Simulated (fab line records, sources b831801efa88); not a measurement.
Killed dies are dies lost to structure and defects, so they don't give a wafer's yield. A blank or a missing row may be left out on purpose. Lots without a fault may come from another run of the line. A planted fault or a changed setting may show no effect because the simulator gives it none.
Tool commonality check | flow gf180mcu | 12 lots, 36 wafers sampled

WHY IT WAS OPENED
At GF_VT_IMPLANT_TW_MEAS_43 the reading VT_IMPLANT_4_TW is flagged on 1 of 12 lots. Wafers without a fault read 691, standard deviation 3.6.
Rule: a lot is flagged when every wafer of it that has a number lies more than 4 standard deviations from that mean, or none has a number. The other lots count as sound.

lot  | measured     | on            | VT_IMPLANT_4_TW, wafer by wafer | flag
L188 | day 8 13:44  | film_metro-02 | 698 697 699                     |
L191 | day 9 11:59  | film_metro-03 | 692 689 689                     |
L192 | day 9 18:40  | film_metro-02 | 696 693 694                     |
L193 | day 9 23:14  | film_metro-02 | 692 692 685                     |
L194 | day 10 07:38 | film_metro-01 | 687 692 690                     |
L196 | day 10 23:16 | film_metro-01 | 691 695 691                     |
L197 | day 11 06:28 | film_metro-03 | 690 688 690                     |
L201 | day 12 07:56 | film_metro-03 | 688 686 691                     |
L202 | day 12 14:37 | film_metro-03 | 30 30 30                        | FLAGGED
L205 | day 13 08:37 | film_metro-03 | 693 690 688                     |
L206 | day 13 17:10 | film_metro-01 | 686 689 688                     |
L207 | day 14 03:17 | film_metro-02 | 692 692 694                     |
The numbers of the flagged lots are 30 on average: -661 against the usual, or -99 or more standard deviations.

WHICH TOOL RAN EACH LOT
The record holds 1 process step before the reading, out of a route of 602 steps. In each cell: the tool, then ch and the chambers that the sampled wafers went through, then the start.
lot  | flag    | GF_VT_IMPLANT_EXPOSE_37
L188 |         | iline_stepper-02 ch 0, day 8 05:23
L191 |         | iline_stepper-02 ch 0, day 9 04:02
L192 |         | iline_stepper-01 ch 0, day 9 09:33
L193 |         | iline_stepper-02 ch 0, day 9 14:33
L194 |         | iline_stepper-02 ch 0, day 9 22:41
L196 |         | iline_stepper-01 ch 0, day 10 13:49
L197 |         | iline_stepper-02 ch 0, day 10 20:55
L201 |         | iline_stepper-01 ch 0, day 11 22:04
L202 | FLAGGED | iline_stepper-01 ch 0, day 12 05:06
L205 |         | iline_stepper-02 ch 0, day 12 22:40
L206 |         | iline_stepper-01 ch 0, day 13 06:31
L207 |         | iline_stepper-01 ch 0, day 13 17:05
What these steps do:
- GF_VT_IMPLANT_EXPOSE_37: exposes mask Nwell HV AREA, target cd 860 nm.
- GF_VT_IMPLANT_TW_MEAS_43

FLAGGED OVER TOTAL, TOOL BY TOOL (the gauges that took the reading come last)
step                     | tool             | lots run | flagged | share of the flagged lots | sound lots run after its first flagged lot
GF_VT_IMPLANT_EXPOSE_37  | iline_stepper-01 | 6        | 1       | all                       | 2 (L206,L207)
GF_VT_IMPLANT_EXPOSE_37  | iline_stepper-02 | 6        | 0       | none                      | -
GF_VT_IMPLANT_TW_MEAS_43 | film_metro-01    | 3        | 0       | none                      | -
GF_VT_IMPLANT_TW_MEAS_43 | film_metro-02    | 4        | 0       | none                      | -
GF_VT_IMPLANT_TW_MEAS_43 | film_metro-03    | 5        | 1       | all                       | 1 (L205)

WHAT THE TABLE ALLOWS
2 rows of the table ran every flagged lot: iline_stepper-01 at GF_VT_IMPLANT_EXPOSE_37, film_metro-03 at GF_VT_IMPLANT_TW_MEAS_43.
- iline_stepper-01 at GF_VT_IMPLANT_EXPOSE_37: 1 of its 6 lots flagged. Sound lots ran on it after the first flagged one (L206, L207), which a lasting fault on the whole tool wouldn't allow.
- film_metro-03 at GF_VT_IMPLANT_TW_MEAS_43: 1 of its 5 lots flagged. Sound lots ran on it after the first flagged one (L205), which a lasting fault on the whole tool wouldn't allow.
No row of the table ran every flagged lot and no sound lot after the first.

WHAT THE SIMULATOR HAD PUT IN
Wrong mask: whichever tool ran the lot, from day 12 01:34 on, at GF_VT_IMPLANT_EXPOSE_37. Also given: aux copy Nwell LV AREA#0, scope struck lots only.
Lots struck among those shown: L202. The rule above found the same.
